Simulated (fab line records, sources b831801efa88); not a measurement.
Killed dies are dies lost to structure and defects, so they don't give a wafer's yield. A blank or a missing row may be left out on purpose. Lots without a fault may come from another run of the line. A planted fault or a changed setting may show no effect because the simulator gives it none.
fab line records | flow gf180mcu
record lots=14 wafers=42 last_day=34
route steps=602 shown M1@329 V1@337
lots that met no fault: from a run of the same line without faults
start_h: hours from the record's first day to the start of the lot's first wafer shown | wait_h: hours since the lot's step before | " the same as in the row above | L1.1+2: a row that stands for several wafers | - no value, or no start given | * or withheld: withheld | < > ~ a bound
route shown NAME@n: a module of which the file shows steps, and the number in the route of the first | usual: mean/standard deviation of fault-free wafers | same: alike in all rows | chamber/n: place in a boat | sites: the reading at each site | _std_site: their standard deviation | _edge_site: outer sites' mean less inner sites' | radius_mm: how far each site lies from the wafer's centre | mask NAME#n: copy n | behind: the tool/chamber that last shaped the wafer | hold: why the lot was held/for how many hours/how that ended | device: the transistor (n, p or np) that didn't switch | end of line: the same wafers' tests at the end of the route | a step without rows: its recipe alone | killed: dies lost to structure and defects at the first sort, not the wafer's yield | map: a wafer's dies, x killed, . not, _ none there
set.NAME: the setting as run; set.NAME@STEP: as run at that earlier step | model.NAME: the simulator's own value behind a step, which no gauge read
steps of the route over a sample of lots; a table a step, a row a wafer
services: from which hour (start_h, from the record's first day; less than 0 if before it) a tool's chamber was out of use, for how many hours, and why
## steps
# step GF_M1_CD_MEAS_14
# recipe target_cd_nm=230
# usual cd_nm=230.5/1.3
# columns lot.wafer tool chamber start_h wait_h cd_nm
L157.2 cd_sem-02 - 408.36 0.1 229.8
L157.4 " - " " 231.4
L157.5 " - " " 230.8
L159.1 cd_sem-01 - 427.78 0.1 230.3
L159.4 " - " " 231.0
L159.5 " - " " 229.9
L160.1 cd_sem-01 - 437.03 0.1 230.7
L160.2 " - " " 229.2
L160.3 " - " " 230.8
L161.1 cd_sem-01 - 442.64 0.1 232.7
L161.4 " - " " 232.9
L161.6 " - " " 232.0
L162.1 cd_sem-01 - 459.24 0.1 229.5
L162.2 " - " " 228.4
L162.4 " - " " 228.9
L163.2 cd_sem-02 - 468.50 0.1 229.6
L163.3 " - " " 228.8
L163.4 " - " " 227.9
L164.1 cd_sem-01 - 479.08 0.1 231.0
L164.4 " - " " 230.2
L164.6 " - " " 230.7
L165.3 cd_sem-02 - 484.12 0.1 231.8
L165.4 " - " " 230.5
L165.5 " - " " 230.9
L167.3 cd_sem-01 - 500.47 0.1 229.9
L167.4 " - " " 229.3
L167.5 " - " " 228.8
L168.3 cd_sem-01 - 510.47 0.1 229.1
L168.4 " - " " 229.2
L168.6 " - " " 229.6
L175.3 cd_sem-01 - 563.71 0.1 232.8
L175.4 " - " " 232.6
L175.5 " - " " 232.1
L176.1 cd_sem-01 - 573.89 0.1 228.4
L176.4 " - " " 229.2
L176.5 " - " " 228.1
L177.3 cd_sem-02 - 578.67 0.1 230.0
L177.5 " - " " 229.8
L177.6 " - " " 229.3
L178.2 cd_sem-02 - 586.49 0.2 229.8
L178.5 " - " " 230.2
L178.6 " - " " 230.4
# step GF_M1_METAL_ETCH_16
# recipe chemistry=Cl2/BCl3 mask_material=KrF target_depth_nm=627.5 stop_on=SiO2 pressure_mtorr=8 icp_w=800 bias_w=140 Cl2_flow_sccm=80 bcl3_flow_sccm=40 time_s=104.6
# usual bcl3_flow_sccm=40.00/0.12 bias_w=140.0/0.38 drypump_motor_current_A=5.6/0.43 oes_product_au=0.973/0.0059 throttle_valve_pct=28.247/0.01
# columns lot.wafer tool chamber start_h wait_h bcl3_flow_sccm bias_w drypump_motor_current_A oes_product_au rf_hours_counter_h throttle_valve_pct
L157.2 rie_metal-02 0 408.50 0.0 39.93 140.8 5.4 0.969 12 28.236
L157.4 " 0 " " 39.81 140.5 5.4 0.968 - 28.253
L157.5 " 1 " " 39.89 140.0 6.0 0.960 - 28.242
L159.1 rie_metal-02 0 427.93 0.0 40.04 140.3 5.4 0.980 12 28.248
L159.4 " 1 " " 40.09 140.1 6.0 0.985 - 28.219
L159.5 " 0 " " 40.10 140.0 5.4 0.982 - 28.233
L160.1 rie_metal-03 1 437.18 0.0 39.84 139.7 5.7 0.973 8 28.238
L160.2 " 0 " " 40.06 140.1 5.4 0.968 9 28.255
L160.3 " 0 " " 39.97 139.9 5.4 0.977 - 28.243
L161.1 rie_metal-03 1 442.79 0.0 39.89 140.4 5.6 0.979 8 28.261
L161.4 " 0 " " 39.92 139.7 5.4 0.974 - 28.220
L161.6 " 0 " " 39.90 139.9 5.4 0.972 - 28.242
L162.1 rie_metal-02 1 459.40 0.0 40.17 140.2 6.1 0.972 4 28.254
L162.2 " 1 " " 40.00 140.6 6.0 0.973 - 28.247
L162.4 " 1 " " 39.93 140.2 6.1 0.965 - 28.253
L163.2 rie_metal-02 1 468.63 0.0 39.93 139.5 6.0 0.974 4 28.244
L163.3 " 0 " " 39.89 140.4 5.4 0.976 - 28.238
L163.4 " 1 " " 40.02 140.0 6.0 0.980 - 28.242
L164.1 rie_metal-03 0 479.23 0.0 40.02 140.3 5.4 0.978 10 28.234
L164.4 " 0 " " 40.15 140.2 5.4 0.975 - 28.259
L164.6 " 0 " " 40.10 140.4 5.4 0.976 - 28.250
L165.3 rie_metal-03 1 484.27 0.1 40.00 139.9 5.7 0.970 - 28.251
L165.4 " 0 " " 40.11 139.9 5.4 0.970 - 28.259
L165.5 " 0 " " 40.03 139.8 5.4 0.966 - 28.246
L167.3 rie_metal-03 0 500.63 0.1 - - - - - -
L167.4 " 1 " " - - - - - -
L167.5 " 1 " " - - - - - -
L168.3 rie_metal-02 0 510.63 0.1 - - - - - -
L168.4 " 1 " " - - - - - -
L168.6 " 1 " " - - - - - -
L175.3 rie_metal-02 0 563.87 0.1 40.03 140.0 5.4 0.977 - 28.227
L175.4 " 1 " " 40.07 139.9 6.1 0.977 - 28.276
L175.5 " 1 " " 40.09 140.0 6.0 0.967 - 28.248
L176.1 rie_metal-04 1 574.05 0.0 40.06 140.2 6.3 0.970 9 28.248
L176.4 " 0 " " 40.10 140.4 4.9 0.968 - 28.262
L176.5 " 0 " " 40.30 140.0 4.9 0.971 - 28.236
L177.3 rie_metal-03 1 578.83 0.1 40.18 140.3 5.7 0.967 - 28.245
L177.5 " 1 " " 40.28 140.6 5.7 0.973 - 28.252
L177.6 " 0 " " 39.93 140.9 5.4 0.981 - 28.251
L178.2 rie_metal-03 1 586.63 0.0 39.92 140.4 5.7 0.972 12 28.264
L178.5 " 0 " " 40.16 140.5 5.4 0.965 - 28.242
L178.6 " 1 " " 39.75 140.5 5.7 0.969 - 28.256
# step GF_M1_STRIP_17
# recipe chemistry=O2/N2 power_w=1400 pressure_mtorr=1500 platen_temp_c=250 o2_flow_sccm=3000 n2_flow_sccm=300 overash_fraction=0.5
# usual drypump_motor_current_A=5.88/0.3 heater_power_w=326/29 oes_product_au=0.558/0.0043 strip_time_to_endpoint_s=7.87/0.038
# columns lot.wafer tool chamber start_h wait_h drypump_motor_current_A heater_power_w oes_product_au rf_hours_counter_h strip_time_to_endpoint_s
L157.2 plasma_asher-03 1 408.61 0.1 6.10 317 0.568 78 7.93
L157.4 " 1 " " 6.12 321 0.562 - 7.93
L157.5 " 1 " " 6.11 325 0.558 - 7.89
L159.1 plasma_asher-02 1 428.04 0.1 6.02 318 0.558 64 7.88
L159.4 " 1 " " 6.04 316 0.556 - 7.85
L159.5 " 1 " " 6.04 309 0.558 - 7.88
L160.1 plasma_asher-04 0 437.29 0.1 5.37 325 0.559 1 7.87
L160.2 " 1 " " 5.79 279 0.545 1 7.87
L160.3 " 0 " " 5.37 323 0.545 - 7.85
L161.1 plasma_asher-02 0 442.90 0.1 6.23 370 0.556 66 7.90
L161.4 " 1 " " 6.04 319 0.551 - 7.85
L161.6 " 1 " " 6.03 322 0.553 - 7.90
L162.1 plasma_asher-02 1 459.62 0.2 6.04 319 0.558 68 7.94
L162.2 " 0 " " 6.17 374 0.556 68 7.93
L162.4 " 1 " " 6.01 317 0.559 - 7.96
L163.2 plasma_asher-03 0 468.74 0.1 5.96 351 0.559 86 7.87
L163.3 " 0 " " 5.89 343 0.556 - 7.83
L163.4 " 1 " " 6.11 322 0.553 - 7.87
L164.1 plasma_asher-02 1 479.34 0.1 6.01 315 0.560 69 7.89
L164.4 " 0 " " 6.23 381 0.559 - 7.88
L164.6 " 0 " " 6.26 372 0.551 - 7.83
L165.3 plasma_asher-04 1 484.38 0.1 5.80 274 0.561 - 7.88
L165.4 " 0 " " 5.30 330 0.558 - 7.83
L165.5 " 0 " " 5.35 337 0.559 - 7.81
L167.3 plasma_asher-04 1 500.74 0.1 5.78 278 0.656 - 10.23
L167.4 " 0 " " 5.34 330 0.652 - 10.20
L167.5 " 1 " " 5.80 279 0.666 - 10.20
L168.3 plasma_asher-04 1 510.74 0.1 5.78 283 0.665 - 10.23
L168.4 " 0 " " 5.34 328 0.660 - 10.24
L168.6 " 0 " " 5.33 324 0.657 - 10.24
L175.3 plasma_asher-02 0 563.98 0.1 6.26 367 0.555 - 7.88
L175.4 " 1 " " 6.05 316 0.561 - 7.96
L175.5 " 0 " " 6.25 370 0.567 - 7.93
L176.1 plasma_asher-04 1 574.16 0.1 5.80 284 0.551 15 7.80
L176.4 " 0 " " 5.35 326 0.553 - 7.83
L176.5 " 1 " " 5.80 278 0.554 - 7.83
L177.3 plasma_asher-04 0 578.94 0.1 5.32 323 0.557 - 7.84
L177.5 " 1 " " 5.80 274 0.560 - 7.91
L177.6 " 0 " " 5.32 337 0.551 - 7.85
L178.2 plasma_asher-04 0 586.74 0.1 5.32 326 0.552 17 7.87
L178.5 " 1 " " 5.78 277 0.555 - 7.86
L178.6 " 0 " " 5.33 323 0.552 - 7.86
# step GF_V1_CVD_02
# recipe material=SiO2 target_thk_nm=850 precursor=TEOS temp_c=400 time_s=94.851 rf_w=600
# usual heater_power_w=656/80
# columns lot.wafer tool chamber start_h wait_h heater_power_w
L157.2 pecvd-02 2 409.29 0.0 834
L157.4 " 1 " " 686
L157.5 " 2 " " 680
L159.1 pecvd-02 0 428.72 0.1 691
L159.4 " 1 " " 683
L159.5 " 0 " " 530
L160.1 pecvd-02 1 437.97 0.1 620
L160.2 " 2 " " 801
L160.3 " 0 " " 601
L161.1 pecvd-04 2 443.57 0.1 690
L161.4 " 1 " " 604
L161.6 " 0 " " 628
L162.1 pecvd-02 1 460.29 0.1 595
L162.2 " 2 " " 841
L162.4 " 1 " " 640
L163.2 pecvd-03 2 469.41 0.0 651
L163.3 " 0 " " 623
L163.4 " 1 " " 647
L164.1 pecvd-04 2 480.41 0.1 629
L164.4 " 0 " " 716
L164.6 " 2 " " 673
L165.3 pecvd-04 2 485.12 0.0 688
L165.4 " 2 " " 699
L165.5 " 0 " " 707
L175.3 pecvd-04 1 564.61 0.0 490
L175.4 " 0 " " 778
L175.5 " 1 " " 552
L176.1 pecvd-02 1 574.86 0.1 541
L176.4 " 2 " " 823
L176.5 " 0 " " 646
L177.3 pecvd-02 1 579.61 0.0 588
L177.5 " 1 " " 636
L177.6 " 0 " " 669
L178.2 pecvd-04 2 587.40 0.0 725
L178.5 " 1 " " 480
L178.6 " 2 " " 585
# step GF_V1_CMP_04
# recipe material=SiO2 down_force_psi=4 platen_rpm=60 pad_velocity_m_s=0.94248
# usual motor_current_A=11.9/1.3 retaining_ring_pressure_frac=1.000/0.005 time_to_endpoint_s=82/5.2
# columns lot.wafer tool chamber start_h wait_h motor_current_A retaining_ring_pressure_frac time_to_endpoint_s
L157.4 cmp-02 1 410.10 0.7 13.2 0.999 74
L157.2 " 0 " " 11.2 1.014 72
L157.5 " 1 " " 13.0 1.004 74
L159.4 cmp-02 2 428.85 0.0 12.7 1.000 82
L159.1 " 3 " " 10.1 0.997 71
L159.5 " 3 " " 10.1 1.000 77
L160.3 cmp-02 1 438.26 0.2 12.3 1.009 76
L160.1 " 2 " " 12.7 1.002 79
L160.2 " 3 " " 9.9 0.998 79
L161.4 cmp-01 3 443.80 0.1 13.9 1.004 88
L161.1 " 0 " " 10.3 1.001 82
L161.6 " 2 " " 12.7 0.991 87
L162.2 cmp-02 1 460.47 0.1 13.2 0.998 78
L162.4 " 2 " " 12.6 1.001 83
L162.1 " 3 " " 9.8 1.003 78
L163.3 cmp-01 0 469.54 0.0 11.1 0.999 83
L163.4 " 1 " " 12.3 0.991 88
L163.2 " 3 " " 14.4 0.999 90
L164.1 cmp-02 1 480.64 0.1 12.8 1.004 78
L164.4 " 2 " " 13.1 1.003 86
L164.6 " 0 " " 11.6 1.006 82
L165.3 cmp-02 3 485.30 0.1 10.1 0.999 88
L165.4 " 0 " " 11.4 0.992 87
L165.5 " 3 " " 9.8 1.003 90
L175.4 cmp-01 1 564.74 0.0 11.8 1.010 88
L175.3 " 2 " " 12.2 1.004 83
L175.5 " 2 " " 12.5 1.007 83
L176.4 cmp-02 2 575.04 0.1 12.5 0.998 90
L176.1 " 0 " " 11.0 1.000 84
L176.5 " 1 " " 13.9 1.001 86
L177.3 cmp-02 3 580.03 0.3 10.4 0.990 76
L177.5 " 0 " " 11.5 1.002 77
L177.6 " 1 " " 13.2 1.002 76
L178.2 cmp-02 0 587.70 0.2 11.9 1.005 78
L178.5 " 1 " " 12.8 1.002 86
L178.6 " 2 " " 12.1 0.990 90
## services
# columns tool chamber start_h hours kind
cmp-01 - 390.77 0.8 repair
cmp-01 - 401.35 9.3 repair
cmp-02 - 404.17 4.0 pm
plasma_asher-04 - 421.25 9.0 pm
cmp-01 - 437.14 2.8 repair
pecvd-02 - 451.78 2.0 repair
plasma_asher-02 - 474.84 3.1 repair
rie_metal-02 0 479.57 13.2 repair
plasma_asher-02 - 479.62 2.4 repair
cmp-02 - 481.70 1.3 repair
cmp-02 - 497.50 0.8 repair
plasma_asher-03 - 501.55 1.1 repair
cmp-02 - 513.11 0.2 repair
rie_metal-02 - 517.16 14.6 pm
cmp-01 - 519.34 0.7 repair
plasma_asher-02 - 522.54 0.7 repair
cmp-01 - 523.45 0.3 repair
cmp-02 - 538.80 5.5 pm
plasma_asher-04 - 545.87 0.7 repair
rie_metal-02 - 555.03 2.8 pm
cmp-02 - 558.78 2.4 repair
rie_metal-02 0 559.15 4.6 repair
cmp-01 - 572.05 4.0 pm
rie_metal-03 - 587.72 2.8 pm
## key
first_sign step=GF_M1_METAL_ETCH_16 reading=tool_record direction=missing
effect step=GF_M1_STRIP_17 reading=strip_time_to_endpoint_s direction=up sigmas=61 usual=* struck=*
met_at GF_M1_METAL_ETCH_16
struck_lots L167,L168
later_rows_left_out L167.3,L167.4,L167.5,L168.3,L168.4,L168.6
sort_left_out L167.3,L167.4,L167.5,L168.3,L168.4,L168.6
not_acting_at GF_M1_CD_MEAS_14,GF_V1_CVD_02,GF_V1_CMP_04
onset_between 484.27 500.63
fault kind=skipped_step_whole tool=rie_metal-02,rie_metal-03 chamber=- onset_h=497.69 steps=GF_M1_METAL_ETCH_16 scope=struck_lots_only
# sort_left_out: the simulated sort isn't trusted on such a fault, so these wafers' sort isn't shown, and their yield isn't known
# later_rows_left_out: the simulator's readings of these wafers behind a module that went badly wrong aren't trusted and aren't shown, but for the sort
